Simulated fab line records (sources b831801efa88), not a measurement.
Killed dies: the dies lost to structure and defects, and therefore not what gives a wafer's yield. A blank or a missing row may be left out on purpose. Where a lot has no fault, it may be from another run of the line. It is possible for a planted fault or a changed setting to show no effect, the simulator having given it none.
What tool caused it? || flow sky130 || Sampling: 11 lots, 33 wafers, 5 of 708 route steps

## WHAT THE GAUGES SHOWED, per wafer
SKY_LDD_HVP_OVL_MEAS_07.
{"lot": "L648", "measured": "day 23 01:31", "on": "overlay-01", "LDD_HVP_OVL (nm)": "-0.1 -1.7 -1.5"}
{"lot": "L649", "measured": "day 23 05:58", "on": "overlay-02", "LDD_HVP_OVL (nm)": "-2.0 -3.2 -1.8"}
{"lot": "L651", "measured": "day 23 16:26", "on": "overlay-01", "LDD_HVP_OVL (nm)": "-1.8 -2.7 -2.8"}
{"lot": "L650", "measured": "day 23 20:02", "on": "overlay-02", "LDD_HVP_OVL (nm)": "-1.6 -0.8 -1.4"}
{"lot": "L653", "measured": "day 24 15:19", "on": "overlay-01", "LDD_HVP_OVL (nm)": "0.4 -0.9 -2.0"}
{"lot": "L658", "measured": "day 26 09:35", "on": "overlay-01", "LDD_HVP_OVL (nm)": "1.4 0.9 2.0"}
{"lot": "L661", "measured": "day 27 12:26", "on": "overlay-01", "LDD_HVP_OVL (nm)": "-0.7 -0.4 0.4"}
{"lot": "L662", "measured": "day 27 22:01", "on": "overlay-01", "LDD_HVP_OVL (nm)": "-1.2 1.1 0.4"}
{"lot": "L664", "measured": "day 28 07:57", "on": "overlay-01", "LDD_HVP_OVL (nm)": "-2.4 -0.8 -0.9"}
{"lot": "L668", "measured": "day 29 05:41", "on": "overlay-02", "LDD_HVP_OVL (nm)": "-0.5 -0.6 -1.9"}
{"lot": "L671", "measured": "day 30 04:46", "on": "overlay-01", "LDD_HVP_OVL (nm)": "-0.8 -2.2 -0.7"}

SKY_SD_P_OVL_MEAS_08.
{"lot": "L648", "measured": "day 26 21:14", "on": "overlay-02", "SD_P_OVL (nm)": "-3.8 -2.7 -3.6"}
{"lot": "L649", "measured": "day 27 00:55", "on": "overlay-01", "SD_P_OVL (nm)": "-1.8 -1.9 -2.4"}
{"lot": "L651", "measured": "day 27 12:23", "on": "overlay-01", "SD_P_OVL (nm)": "-0.7 -1.9 -1.0"}
{"lot": "L650", "measured": "day 27 15:57", "on": "overlay-01", "SD_P_OVL (nm)": "-2.1 -0.9 -1.8"}
{"lot": "L653", "measured": "day 28 10:47", "on": "overlay-01", "SD_P_OVL (nm)": "-1.4 -1.8 -0.8"}
{"lot": "L658", "measured": "day 30 03:47", "on": "overlay-01", "SD_P_OVL (nm)": "-0.2 -0.3 -0.8"}
{"lot": "L661", "measured": "day 31 04:48", "on": "overlay-02", "SD_P_OVL (nm)": "-51.1 -51.4 -51.2"}
{"lot": "L662", "measured": "day 31 14:53", "on": "overlay-02", "SD_P_OVL (nm)": "-52.4 -52.4 -51.9"}
{"lot": "L664", "measured": "day 31 21:57", "on": "overlay-01", "SD_P_OVL (nm)": "-4.7 -3.1 -3.6"}
{"lot": "L668", "measured": "day 32 23:11", "on": "overlay-02", "SD_P_OVL (nm)": "-2.6 -0.2 -3.0"}
{"lot": "L671", "measured": "day 33 20:50", "on": "overlay-01", "SD_P_OVL (nm)": "-0.6 0.3 -1.6"}

## WHICH TOOL RAN EACH LOT (tool, then ch and the chambers of the sampled wafers, then the start)
{"lot": "L648", "SKY_POLY_CUT_ETCH_11": "rieDiel-03 ch 0,2,3, day 25 16:14", "SKY_POLY_CUT_STRIP_12": "plasmaAsher-03 ch 0,1, day 25 16:16", "SKY_SD_P_EXPOSE_04": "ilineStepper-01 ch 0, day 26 06:53"}
{"lot": "L649", "SKY_POLY_CUT_ETCH_11": "rieDiel-04 ch 0,2,3, day 25 19:45", "SKY_POLY_CUT_STRIP_12": "plasmaAsher-03 ch 0,1, day 25 19:50", "SKY_SD_P_EXPOSE_04": "ilineStepper-02 ch 0, day 26 09:58"}
{"lot": "L651", "SKY_POLY_CUT_ETCH_11": "rieDiel-01 ch 0,1,3, day 26 07:23", "SKY_POLY_CUT_STRIP_12": "plasmaAsher-03 ch 0,1, day 26 07:25", "SKY_SD_P_EXPOSE_04": "ilineStepper-02 ch 0, day 26 21:43"}
{"lot": "L650", "SKY_POLY_CUT_ETCH_11": "rieDiel-04 ch 0,1, day 26 10:21", "SKY_POLY_CUT_STRIP_12": "plasmaAsher-02 ch 0,1, day 26 10:23", "SKY_SD_P_EXPOSE_04": "ilineStepper-01 ch 0, day 27 01:37"}
{"lot": "L653", "SKY_POLY_CUT_ETCH_11": "rieDiel-01 ch 2,3, day 27 04:55", "SKY_POLY_CUT_STRIP_12": "plasmaAsher-04 ch 0,1, day 27 04:58", "SKY_SD_P_EXPOSE_04": "ilineStepper-02 ch 0, day 27 19:46"}
{"lot": "L658", "SKY_POLY_CUT_ETCH_11": "rieDiel-03 ch 1,2,3, day 28 23:51", "SKY_POLY_CUT_STRIP_12": "plasmaAsher-04 ch 0,1, day 28 23:53", "SKY_SD_P_EXPOSE_04": "ilineStepper-02 ch 0, day 29 14:18"}
{"lot": "L661", "SKY_POLY_CUT_ETCH_11": "rieDiel-03 ch 0,3, day 30 00:55", "SKY_POLY_CUT_STRIP_12": "plasmaAsher-04 ch 0,1, day 30 00:58", "SKY_SD_P_EXPOSE_04": "ilineStepper-01 ch 0, day 30 14:37"}
{"lot": "L662", "SKY_POLY_CUT_ETCH_11": "rieDiel-03 ch 0,2,3, day 30 09:45", "SKY_POLY_CUT_STRIP_12": "plasmaAsher-04 ch 0,1, day 30 09:47", "SKY_SD_P_EXPOSE_04": "ilineStepper-01 ch 0, day 31 00:52"}
{"lot": "L664", "SKY_POLY_CUT_ETCH_11": "rieDiel-04 ch 0,2,3, day 30 19:01", "SKY_POLY_CUT_STRIP_12": "plasmaAsher-02 ch 0,1, day 30 19:05", "SKY_SD_P_EXPOSE_04": "ilineStepper-02 ch 0, day 31 09:22"}
{"lot": "L668", "SKY_POLY_CUT_ETCH_11": "rieDiel-01 ch 0,2, day 31 18:07", "SKY_POLY_CUT_STRIP_12": "plasmaAsher-03 ch 1, day 31 18:10", "SKY_SD_P_EXPOSE_04": "ilineStepper-02 ch 0, day 32 09:20"}
{"lot": "L671", "SKY_POLY_CUT_ETCH_11": "rieDiel-01 ch 0,1,2, day 32 17:47", "SKY_POLY_CUT_STRIP_12": "plasmaAsher-03 ch 0,1, day 32 17:49", "SKY_SD_P_EXPOSE_04": "ilineStepper-02 ch 0, day 33 07:05"}
- SKY_POLY_CUT_ETCH_11: etches Si3N4 in CF4/CH2F2/Ar, stops on poly-Si, time 42.5 s, target depth 60 nm.
- SKY_POLY_CUT_STRIP_12: strips in O2/N2.
- SKY_SD_P_EXPOSE_04: exposes mask PSDM, target cd 380 nm.

## AS READ BY THE TOOLS THEMSELVES (means over the sampled wafers that have a number; for cases with no such wafer, the mark the record gives instead)
SKY_POLY_CUT_ETCH_11.
{"lot": "L648", "tool": "rieDiel-03", "chamberPressureMTorr (mTorr)": 40.00, "drypumpMotorCurrentA (A)": 5.7, "mfcArSccm (sccm)": 149.6, "oesProductAu (a.u.)": 0.826, "throttleValvePct (%)": 14.991}
{"lot": "L649", "tool": "rieDiel-04", "chamberPressureMTorr (mTorr)": 40.00, "drypumpMotorCurrentA (A)": 5.5, "mfcArSccm (sccm)": 150.4, "oesProductAu (a.u.)": 0.831, "throttleValvePct (%)": 14.987}
{"lot": "L651", "tool": "rieDiel-01", "chamberPressureMTorr (mTorr)": 40.00, "drypumpMotorCurrentA (A)": 5.8, "mfcArSccm (sccm)": 150.4, "oesProductAu (a.u.)": 0.824, "throttleValvePct (%)": 14.992}
{"lot": "L650", "tool": "rieDiel-04", "chamberPressureMTorr (mTorr)": 39.99, "drypumpMotorCurrentA (A)": 5.6, "mfcArSccm (sccm)": 150.2, "oesProductAu (a.u.)": 0.825, "throttleValvePct (%)": 15.000}
{"lot": "L653", "tool": "rieDiel-01", "chamberPressureMTorr (mTorr)": 39.98, "drypumpMotorCurrentA (A)": 5.6, "mfcArSccm (sccm)": 149.9, "oesProductAu (a.u.)": 0.817, "throttleValvePct (%)": 14.996}
{"lot": "L658", "tool": "rieDiel-03", "chamberPressureMTorr (mTorr)": 40.01, "drypumpMotorCurrentA (A)": 5.8, "mfcArSccm (sccm)": 150.1, "oesProductAu (a.u.)": 0.827, "throttleValvePct (%)": 14.985}
{"lot": "L661", "tool": "rieDiel-03", "chamberPressureMTorr (mTorr)": 40.01, "drypumpMotorCurrentA (A)": 5.9, "mfcArSccm (sccm)": 150.5, "oesProductAu (a.u.)": 0.822, "throttleValvePct (%)": 14.991}
{"lot": "L662", "tool": "rieDiel-03", "chamberPressureMTorr (mTorr)": 40.03, "drypumpMotorCurrentA (A)": 5.7, "mfcArSccm (sccm)": 150.0, "oesProductAu (a.u.)": 0.822, "throttleValvePct (%)": 14.998}
{"lot": "L664", "tool": "rieDiel-04", "chamberPressureMTorr (mTorr)": 40.01, "drypumpMotorCurrentA (A)": 5.5, "mfcArSccm (sccm)": 150.0, "oesProductAu (a.u.)": 0.829, "throttleValvePct (%)": 15.000}
{"lot": "L668", "tool": "rieDiel-01", "chamberPressureMTorr (mTorr)": 40.02, "drypumpMotorCurrentA (A)": 6.0, "mfcArSccm (sccm)": 149.8, "oesProductAu (a.u.)": 0.834, "throttleValvePct (%)": 14.998}
{"lot": "L671", "tool": "rieDiel-01", "chamberPressureMTorr (mTorr)": 39.99, "drypumpMotorCurrentA (A)": 6.1, "mfcArSccm (sccm)": 150.4, "oesProductAu (a.u.)": 0.835, "throttleValvePct (%)": 14.990}

SKY_POLY_CUT_STRIP_12.
{"lot": "L648", "tool": "plasmaAsher-03", "chamberPressureMTorr (mTorr)": 1499.5, "drypumpMotorCurrentA (A)": 6.2, "oesProductAu (a.u.)": 0.451, "stripTimeToEndpointS (s)": 5.321}
{"lot": "L649", "tool": "plasmaAsher-03", "chamberPressureMTorr (mTorr)": 1500.5, "drypumpMotorCurrentA (A)": 6.5, "oesProductAu (a.u.)": 0.453, "stripTimeToEndpointS (s)": 5.348}
{"lot": "L651", "tool": "plasmaAsher-03", "chamberPressureMTorr (mTorr)": 1501.3, "drypumpMotorCurrentA (A)": 6.2, "oesProductAu (a.u.)": 0.452, "stripTimeToEndpointS (s)": 5.339}
{"lot": "L650", "tool": "plasmaAsher-02", "chamberPressureMTorr (mTorr)": 1500.5, "drypumpMotorCurrentA (A)": 5.7, "oesProductAu (a.u.)": 0.456, "stripTimeToEndpointS (s)": 5.371}
{"lot": "L653", "tool": "plasmaAsher-04", "chamberPressureMTorr (mTorr)": 1497.9, "drypumpMotorCurrentA (A)": 6.4, "oesProductAu (a.u.)": 0.451, "stripTimeToEndpointS (s)": 5.379}
{"lot": "L658", "tool": "plasmaAsher-04", "chamberPressureMTorr (mTorr)": 1500.0, "drypumpMotorCurrentA (A)": 6.4, "oesProductAu (a.u.)": 0.448, "stripTimeToEndpointS (s)": 5.338}
{"lot": "L661", "tool": "plasmaAsher-04", "chamberPressureMTorr (mTorr)": 1500.4, "drypumpMotorCurrentA (A)": 6.4, "oesProductAu (a.u.)": 0.450, "stripTimeToEndpointS (s)": 5.352}
{"lot": "L662", "tool": "plasmaAsher-04", "chamberPressureMTorr (mTorr)": 1500.8, "drypumpMotorCurrentA (A)": 6.4, "oesProductAu (a.u.)": 0.454, "stripTimeToEndpointS (s)": 5.349}
{"lot": "L664", "tool": "plasmaAsher-02", "chamberPressureMTorr (mTorr)": 1498.8, "drypumpMotorCurrentA (A)": 5.7, "oesProductAu (a.u.)": 0.452, "stripTimeToEndpointS (s)": 5.351}
{"lot": "L668", "tool": "plasmaAsher-03", "chamberPressureMTorr (mTorr)": 1499.9, "drypumpMotorCurrentA (A)": 6.8, "oesProductAu (a.u.)": 0.452, "stripTimeToEndpointS (s)": 5.365}
{"lot": "L671", "tool": "plasmaAsher-03", "chamberPressureMTorr (mTorr)": 1500.2, "drypumpMotorCurrentA (A)": 6.2, "oesProductAu (a.u.)": 0.451, "stripTimeToEndpointS (s)": 5.361}

SKY_SD_P_EXPOSE_04.
{"lot": "L648", "tool": "ilineStepper-01", "exposureDoseMJCm2": 138.00}
{"lot": "L649", "tool": "ilineStepper-02", "exposureDoseMJCm2": 137.93}
{"lot": "L651", "tool": "ilineStepper-02", "exposureDoseMJCm2": 137.88}
{"lot": "L650", "tool": "ilineStepper-01", "exposureDoseMJCm2": 137.96}
{"lot": "L653", "tool": "ilineStepper-02", "exposureDoseMJCm2": 137.68}
{"lot": "L658", "tool": "ilineStepper-02", "exposureDoseMJCm2": 138.00}
{"lot": "L661", "tool": "ilineStepper-01", "exposureDoseMJCm2": 137.79}
{"lot": "L662", "tool": "ilineStepper-01", "exposureDoseMJCm2": 138.09}
{"lot": "L664", "tool": "ilineStepper-02", "exposureDoseMJCm2": 138.00}
{"lot": "L668", "tool": "ilineStepper-02", "exposureDoseMJCm2": 138.15}
{"lot": "L671", "tool": "ilineStepper-02", "exposureDoseMJCm2": 137.70}

## THE ANSWER, worked out from the rows above alone
Rule: the lots themselves supply what counts as usual. Put in order of their means at a reading, lots are off if they are a third of the lots or fewer, leave a main group of 4 or more, and stand apart from it by a gap of 3 or more times the standard deviation of the main group's means; of several such gaps the widest counts. Not used: any main group whose means are identical at the precision the tables above print for the reading. Also off: a lot with no number at a reading for which 4 or more lots have one. The other lots that the step has rows for count as sound. Order of review: gauges by route order, followed by the tools' own readings, for which a lot's mean as printed above is used. At the first step where some lot is off, the reading lying furthest off is the one used; lots without a number count as furthest.
Off: L661, L662, seen at SKY_SD_P_OVL_MEAS_08 (SD_P_OVL). The main group: mean -1.8 nm, standard deviation 1.1.
If a tool, at a process step before that reading, ran all the lots that are off and no sound lot after the first of them, it fits. Those tools and the gauges at SKY_SD_P_OVL_MEAS_08 are tried in the same way. Can't be told from this: 3 tools fit, rieDiel-03 at SKY_POLY_CUT_ETCH_11, plasmaAsher-04 at SKY_POLY_CUT_STRIP_12, ilineStepper-01 at SKY_SD_P_EXPOSE_04.

## WHAT THE SIMULATOR HAD PUT IN
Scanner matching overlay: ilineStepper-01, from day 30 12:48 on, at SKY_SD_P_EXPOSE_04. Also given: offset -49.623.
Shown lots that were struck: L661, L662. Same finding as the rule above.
